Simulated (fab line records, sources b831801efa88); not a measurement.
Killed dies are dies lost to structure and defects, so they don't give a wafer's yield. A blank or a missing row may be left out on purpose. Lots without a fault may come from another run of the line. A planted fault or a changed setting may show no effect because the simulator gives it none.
Problem report in the 8D (eight disciplines) form, filled by code | flow sky130 | the parts of the form that need people (team, actions taken, sign-off) are left out

1. THE PROBLEM
tube_center_temp_C at SKY_GATE_OXIDE_OXIDATION_16 reads a mean of 845.68 C on 6 wafers of 2 lots; wafers without a fault read 800.01 C with a standard deviation of 0.07. That is +99 or more standard deviations from the usual mean.
The step: stabilise 600 s, purge 300 s, target thk 3.57 nm.
First seen on wafer L348.2, day 19 03:41, on furnace-01. The record holds 33 wafers of 11 lots with a number at this step. Rule for "out", or "out of limits": more than 4 standard deviations from the usual mean. The other wafers with a number count as sound.

2. WHAT IT IS AND WHAT IT IS NOT
question                    | is                                                                                                                                                          | is not
which readings at this step | tube_center_temp_C, spike_tc_bottom_C, spike_tc_centre_C, spike_tc_lower_C, spike_tc_top_C, spike_tc_upper_C, tube_center_temp_C_max, zone_power_bottom_pct | -
which lots                  | L348, L349                                                                                                                                                  | L333, L335, L336, L337, L338, L339, L340, L350, L352
which wafers of those lots  | all that have a number                                                                                                                                      | -
read on which tools         | furnace-01                                                                                                                                                  | furnace-02
when                        | from day 19 03:41                                                                                                                                           | up to then (21 sound wafers); but 6 sound wafers of L350, L352 came after

3. SUSPECTS, AND WHAT RULES EACH OUT
Counting: a tool at a process step up to the reading stays a suspect if it ran every lot that is out and no sound lot after the first of them.
- rie_diel-01 at SKY_FIELD_ISO_ETCH_14 (etches BARC in N2/H2, stops on SiO2, time 45.9 s, target depth 60 nm): kept. It ran every lot that is out, first L348 (day 5 11:25), and no sound lot after that; its last sound lot up to then is L340 (day 3 18:08).
- furnace-01 at SKY_GATE_OXIDE_OXIDATION_16 (stabilise 600 s, purge 300 s, target thk 3.57 nm): kept. It ran every lot that is out, first L348 (day 19 03:41), and no sound lot after that; its last sound lot up to then is L339 (day 16 14:36). Its own readings are out on those wafers: spike_tc_bottom_C, spike_tc_centre_C, spike_tc_lower_C, spike_tc_top_C, spike_tc_upper_C, tube_center_temp_C, tube_center_temp_C_max, zone_power_bottom_pct.
Left after counting: rie_diel-01 at SKY_FIELD_ISO_ETCH_14, furnace-01 at SKY_GATE_OXIDE_OXIDATION_16.

4. THE CAUSE (what the simulator had put in)
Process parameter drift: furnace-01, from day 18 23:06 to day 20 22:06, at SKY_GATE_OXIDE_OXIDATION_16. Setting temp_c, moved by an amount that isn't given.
Counting left 2 suspects, and this tool is among them.

5. THE CHAIN OF EFFECTS, in route order
Each row: a reading whose mean over the struck wafers that have a number lies more than 3 standard deviations from the usual. Only readings for which the record gives a usual standard deviation are gone through. hours: the time from each lot's start at the first step in this table that gives one to its start at this step, as a median over the lots. sigmas: the change in usual standard deviations.
hours | step                        | reading                | usual    | on struck wafers | change | sigmas
0     | SKY_GATE_OXIDE_OXIDATION_16 | spike_tc_bottom_C      | 818.2 C  | 863.6            | +45.4  | +38
0     | SKY_GATE_OXIDE_OXIDATION_16 | spike_tc_centre_C      | 801.5 C  | 847.5            | +46.0  | +33
0     | SKY_GATE_OXIDE_OXIDATION_16 | spike_tc_lower_C       | 801.0 C  | 846.2            | +45.2  | +45
0     | SKY_GATE_OXIDE_OXIDATION_16 | spike_tc_top_C         | 812.4 C  | 856.4            | +44.0  | +31
0     | SKY_GATE_OXIDE_OXIDATION_16 | spike_tc_upper_C       | 800.9 C  | 847.0            | +46.1  | +31
0     | SKY_GATE_OXIDE_OXIDATION_16 | tube_center_temp_C     | 800.01 C | 845.68           | +45.67 | +99 or more
0     | SKY_GATE_OXIDE_OXIDATION_16 | tube_center_temp_C_max | 802.1    | 847.6            | +45.5  | +99 or more
0     | SKY_GATE_OXIDE_OXIDATION_16 | zone_power_bottom_pct  | 22.33 %  | 25.23            | +2.90  | +13
0     | SKY_GATE_OXIDE_OXIDATION_16 | zone_power_centre_pct  | 14.8 %   | 17.2             | +2.4   | +3.3
The process steps in it:
- SKY_GATE_OXIDE_OXIDATION_16: stabilise 600 s, purge 300 s, target thk 3.57 nm.

6. WHAT WOULD HAVE CAUGHT IT SOONER
In this record the first reading out of limits was taken at day 19 03:41, 5 hours after the fault began at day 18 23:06.
